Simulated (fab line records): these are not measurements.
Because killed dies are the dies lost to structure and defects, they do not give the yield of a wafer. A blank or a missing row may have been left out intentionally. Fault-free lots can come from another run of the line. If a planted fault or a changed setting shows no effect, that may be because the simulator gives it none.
Matching of chambers :: flow gf180mcu :: GF_PASSIVATION_CVD_02 on pecvd-03: 3 sister chambers
The step deposits Si3N4, target thk 700 nm, time 486.18 s. 6 wafers are shown with their chamber, then 7 later ones without.

WAFERS WITH THEIR CHAMBER
wafer: L076.5
chamber: 2
heater_power_w (W): 692
susceptor_temp_C (C): 400.17

wafer: L082.3
chamber: 1
heater_power_w (W): 808
susceptor_temp_C (C): 400.12

wafer: L082.5
chamber: 0
heater_power_w (W): 642
susceptor_temp_C (C): 400.05

wafer: L082.6
chamber: 2
heater_power_w (W): 698
susceptor_temp_C (C): 400.14

wafer: L090.2
chamber: 0
heater_power_w (W): 704
susceptor_temp_C (C): 399.99

wafer: L090.3
chamber: 1
heater_power_w (W): 832
susceptor_temp_C (C): 399.83

WAFERS WITHOUT THEIR CHAMBER
wafer: L090.4
heater_power_w (W): 558
susceptor_temp_C (C): 400.40

wafer: L094.1
heater_power_w (W): 683
susceptor_temp_C (C): 399.61

wafer: L094.3
heater_power_w (W): 654
susceptor_temp_C (C): 400.10

wafer: L094.5
heater_power_w (W): 559
susceptor_temp_C (C): 399.92

wafer: L095.1
heater_power_w (W): 674
susceptor_temp_C (C): 400.29

wafer: L095.3
heater_power_w (W): 723
susceptor_temp_C (C): 400.18

wafer: L095.6
heater_power_w (W): 706
susceptor_temp_C (C): 400.02

CHAMBER TAKEN BY EACH
wafer: L090.4
from the rows above: can't be placed: 0 or 2
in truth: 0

wafer: L094.1
from the rows above: can't be placed: 0 or 2
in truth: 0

wafer: L094.3
from the rows above: can't be placed: 0 or 2
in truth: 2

wafer: L094.5
from the rows above: can't be placed: 0 or 2
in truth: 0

wafer: L095.1
from the rows above: can't be placed: 2 or 0
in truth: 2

wafer: L095.3
from the rows above: can't be placed: 2 or 0
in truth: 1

wafer: L095.6
from the rows above: can't be placed: 2 or 0
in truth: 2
0 of 7 placed correctly. Cannot be placed on the basis of these rows: 7; the candidates contain the true chamber in 6. Number placed wrongly: 0.
How it was worked out, from the rows above alone: a wafer's distance from a chamber is the root of the sum, over the readings, of the square of ((its reading less the chamber's mean) divided by the reading's scatter). If the next closest chamber is less than 2 further off than the closest, the wafer can't be placed; otherwise it belongs to the closest. Each chamber's mean is taken over the wafers shown for it. The scatter: the root of (the sum of the squares of (reading less its chamber's mean) over the shown wafers, divided by (wafers less chambers)).
